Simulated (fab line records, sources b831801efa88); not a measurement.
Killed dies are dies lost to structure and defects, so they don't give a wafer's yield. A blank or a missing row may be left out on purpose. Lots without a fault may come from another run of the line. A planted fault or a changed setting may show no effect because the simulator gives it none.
One fault seen from 2 desks | flow sky130 | each desk has only its own numbers; what lay behind them comes last

THE TOOL OWNER'S DESK: cmp-01
The tool's own readings at SKY_VIA1_CMP_24 (polishes, stops on SiO2, t overpolish 15 s, target thk 0 nm): means of the sampled wafers that have a number, for each lot that ran on this tool. A lot is out of limits, marked OUT, if its mean lies more than 4 standard deviations from the usual mean; the brackets give that distance.
Columns: A = motor_current_A at SKY_VIA1_CMP_24, usual 11.1 A; B = overpolish_run_s at SKY_VIA1_CMP_24, usual 15.001 s; C = slurry_filter_dp_kPa at SKY_VIA1_CMP_24, usual 13.50 kPa; D = time_to_endpoint_s at SKY_VIA1_CMP_24, usual 66 s
lot  | first seen here | A    | B      | C     | D
L462 | day 34 12:56    | 12.0 | 14.999 | 13.59 | 65
L464 | day 34 21:35    | 12.1 | 15.006 | 13.49 | 64
L470 | day 37 06:14    | 11.7 | 15.001 | 13.55 | 67
L471 | day 37 07:15    | 11.2 | 15.004 | 13.43 | 63
L481 | day 41 01:58    | 9.5  | 15.000 | 13.52 | 67
This desk's finding: nothing out of limits on any of the 5 lots.

THE METROLOGY DESK
What the gauges read, lot by lot, whatever tool the lot ran on: means of the sampled wafers that have a number. A lot is out of limits, marked OUT, if its mean lies more than 4 standard deviations from the usual mean; the brackets give that distance.
Columns: A = PASSIVATION_CVD_00_THK at SKY_PASSIVATION_THK_MEAS_01, usual 89.7 nm
lot  | first seen here | A
L461 | day 43 17:37    | 90.0
L462 | day 44 06:11    | 89.6
L463 | day 44 10:53    | 88.0
L464 | day 44 15:18    | 89.9
L470 | day 46 14:05    | 91.4
L471 | day 46 15:28    | 90.0
L475 | day 47 13:41    | 89.1
L476 | day 48 01:38    | 89.4
L481 | day 49 11:20    | 89.1
L484 | day 49 20:03    | 89.2
L483 | day 49 22:41    | 88.7
L482 | day 50 02:10    | 89.3
This desk's finding: nothing out of limits on any of the 12 lots.

PUT TOGETHER
The tool owner's desk saw nothing out of limits.
The metrology desk saw nothing out of limits.

WHAT THE SIMULATOR HAD PUT IN
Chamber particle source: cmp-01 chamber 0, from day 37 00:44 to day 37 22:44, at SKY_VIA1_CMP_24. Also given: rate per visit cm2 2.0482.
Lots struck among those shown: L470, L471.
